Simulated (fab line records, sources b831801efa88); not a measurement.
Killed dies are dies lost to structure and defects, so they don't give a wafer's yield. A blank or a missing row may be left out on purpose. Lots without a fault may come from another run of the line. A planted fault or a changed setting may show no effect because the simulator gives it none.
Problem report in the 8D (eight disciplines) form, filled by code | flow sky130 | the parts of the form that need people (team, actions taken, sign-off) are left out

1. THE PROBLEM
SPACER_CVD_00_THK at SKY_SPACER_THK_MEAS_01 reads a mean of 82.3 nm on 9 wafers of 3 lots; wafers without a fault read 43.3 nm with a standard deviation of 0.38. That is +99 or more standard deviations from the usual mean.
First seen on wafer L573.2, day 25 19:46, on film_metro-04. The record holds 33 wafers of 11 lots with a number at this step. Rule for "out", or "out of limits": more than 4 standard deviations from the usual mean. The other wafers with a number count as sound.

2. WHAT IT IS AND WHAT IT IS NOT
question                    | is                           | is not
which readings at this step | SPACER_CVD_00_THK            | -
which lots                  | L573, L574, L575             | L567, L582, L583, L585, L586, L587, L588, L589
which wafers of those lots  | all that have a number       | -
read on which gauges        | film_metro-02, film_metro-04 | film_metro-01
when                        | from day 25 19:46            | up to then (3 sound wafers); but 21 sound wafers of L582, L583, L585, L586, L587, L588, L589 came after

3. SUSPECTS, AND WHAT RULES EACH OUT
Counting: a tool at a process step up to the reading stays a suspect if it ran every lot that is out and no sound lot after the first of them.
- the gauge at SKY_SPACER_THK_MEAS_01: ruled out. The wafers that are out were read on 2 gauges (film_metro-02, film_metro-04).
- lpcvd-02 at SKY_SPACER_CVD_00 (deposits Si3N4 from DCS/NH3, target thk 43.1 nm, time 740 s): ruled out as a lasting fault. Sound lots L582, L583, L585, L586, L587, L588, L589 ran on it after its first lot that is out, L573 (day 25 18:33).
Left after counting: nothing in the record.

4. THE CAUSE (what the simulator had put in)
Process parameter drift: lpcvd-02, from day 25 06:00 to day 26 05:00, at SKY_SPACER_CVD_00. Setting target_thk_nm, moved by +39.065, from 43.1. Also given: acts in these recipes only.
Counting ruled it out, wrongly: the rule takes a fault to strike every lot that its tool runs from its start on, and this one did not.

5. THE CHAIN OF EFFECTS, in route order
Each row: a reading whose mean over the struck wafers that have a number lies more than 3 standard deviations from the usual. Only readings for which the record gives a usual standard deviation are gone through. hours: the time from each lot's start at the first step in this table that gives one to its start at this step, as a median over the lots. sigmas: the change in usual standard deviations.
hours | step                   | reading             | usual      | on struck wafers | change | sigmas
0     | SKY_SPACER_THK_MEAS_01 | SPACER_CVD_00_THK   | 43.3 nm    | 82.3             | +39.0  | +99 or more
0     | SKY_SPACER_ETCHBACK_02 | oes_product_au      | 0.857 a.u. | 0.996            | +0.139 | +22
524   | SKY_PAD_OPEN_PROBE_99  | killed_at_front_end | 15         | 414              | +399   | +93
524   | SKY_PAD_OPEN_PROBE_99  | killed_dies         | 85         | 492              | +407   | +42
524   | SKY_PAD_OPEN_PROBE_99  | killed_on_rim       | 17         | 96               | +79    | +18
The process steps in it:
- SKY_SPACER_ETCHBACK_02: etches Si3N4 in CH3F/O2, stops on SiO2, time 46.7 s, target depth 45 nm.
- SKY_PAD_OPEN_PROBE_99

6. WHAT WOULD HAVE CAUGHT IT SOONER
In this record the first reading out of limits at a measuring or inspecting step was taken at day 25 19:46, 14 hours after the fault began at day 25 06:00.
Of the tool readings at SKY_SPACER_CVD_00 for which the record gives a usual standard deviation, none was out on any struck wafer, so an alarm limit of 4 standard deviations on them would not have fired.
